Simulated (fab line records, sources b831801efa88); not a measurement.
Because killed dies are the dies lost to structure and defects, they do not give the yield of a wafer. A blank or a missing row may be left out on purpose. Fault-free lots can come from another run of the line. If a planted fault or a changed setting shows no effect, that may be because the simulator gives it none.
Struck lot and sound lot, side by side ; flow sky130 ; 17 steps out of a route of 708
Sound: these wafers, L998.1, L998.2, L998.3. Wafers L112.1, L112.3, L112.6 were the ones struck. The cause comes at the end.
For every step that has rows: the tool of each side, followed by ch and its chambers, followed by its first start. Under that, the readings that differ: sound wafers ; struck wafers ; difference of the means ; sigmas: that difference in standard deviations of wafers without a fault.
alike: same words and numbers on both sides, and readings whose means sit less than 2 such deviations apart. not compared: any withheld reading, any reading some wafer has no value for, any bound like >300 that may hide the same value, and any number with overlapping values for which the record gives no deviation.
The two part at a step that has a row with sigmas, a row that says differs or no value, or rows on one side only. When numbers do not overlap yet have no deviation, they are printed without sigmas and do not part them. Lack of a reading on every wafer of one side parts them only where that side has two or more wafers.

first, 2 steps without rows for these wafers: SKY_NWELL_IMPLANT_12; SKY_NWELL_IMPLANT_13.
SKY_NWELL_STRIP_14: strips in O2/N2.
  sound on plasma asher-04 ch 0,1, day 4 20:12; struck on plasma asher-02 ch 0,1, day 8 05:33
reading;sound;struck;difference;sigmas
oes product au (a.u.);0.711 0.718 0.718;0.725 0.722 0.727;+0.009;+2
  alike: drypump motor current A, o2 flow sccm, strip time to endpoint s
  not compared: rf hours counter h
SKY_NWELL_TW_MEAS_15:
  sound: film metro-03 at day 4 20:18; struck: film metro-01 at day 8 05:39
  alike: NWELL_TW
then, 7 steps without rows for these wafers: SKY_NWELL_DEHYDRATE_16 (time 60 s); SKY_NWELL_HMDS_17 (prime time 60 s); SKY_NWELL_COAT_18 (resist thk 3000 nm); SKY_NWELL_SOFTBAKE_19; SKY_NWELL_EXPOSE_20 (exposes mask NWM COMPLEMENT, target cd 840 nm); SKY_NWELL_PEB_21; SKY_NWELL_DEVELOP_22 (develop time 60 s).
SKY_NWELL_OVL_MEAS_23:
  sound: overlay-02 at day 5 13:28; struck: overlay-02 at day 9 01:31
  alike: NWELL_01_OVL
SKY_NWELL_IMPLANT_24:
  sound on implanter-02 ch 0, day 5 13:30; struck on implanter-01 ch 0, day 9 01:33
reading;sound;struck;difference;sigmas
dose ions cm2;9.197e+12 9.208e+12 9.204e+12;3.756e+12 3.761e+12 3.763e+12;-5.443e+12;-99 or more
faraday current uA;52.8 52.5 52.1;21.2 21.5 21.1;-31.2;-28
SKY_NWELL_STRIP_25: strips in O2/N2.
  sound on plasma asher-04 ch 0,1, day 5 13:39; struck on plasma asher-01 ch 0,1, day 9 01:42
  alike: drypump motor current A, o2 flow sccm, oes product au, strip time to endpoint s
  not compared: rf hours counter h
SKY_NWELL_TW_MEAS_26:
  sound: film metro-02 at day 5 13:45; struck: film metro-02 at day 9 01:48
reading;sound;struck;difference;sigmas
NWELL_2_TW;499 496 494;382 381 385;-114;-37
then, 1 step without rows for these wafers: SKY_NWELL_CLEAN_27 (cleans in SC1/SC2, time 150 s).
SKY_PAD_OPEN_PROBE_99:
  sound wafers here have rows in the record (prober-02, day 45 10:23); struck ones have none

== WHERE THEY PART ==
Earliest at SKY_NWELL_STRIP_14; latest, in this record, at SKY_PAD_OPEN_PROBE_99.

WHY: what the simulator had put in
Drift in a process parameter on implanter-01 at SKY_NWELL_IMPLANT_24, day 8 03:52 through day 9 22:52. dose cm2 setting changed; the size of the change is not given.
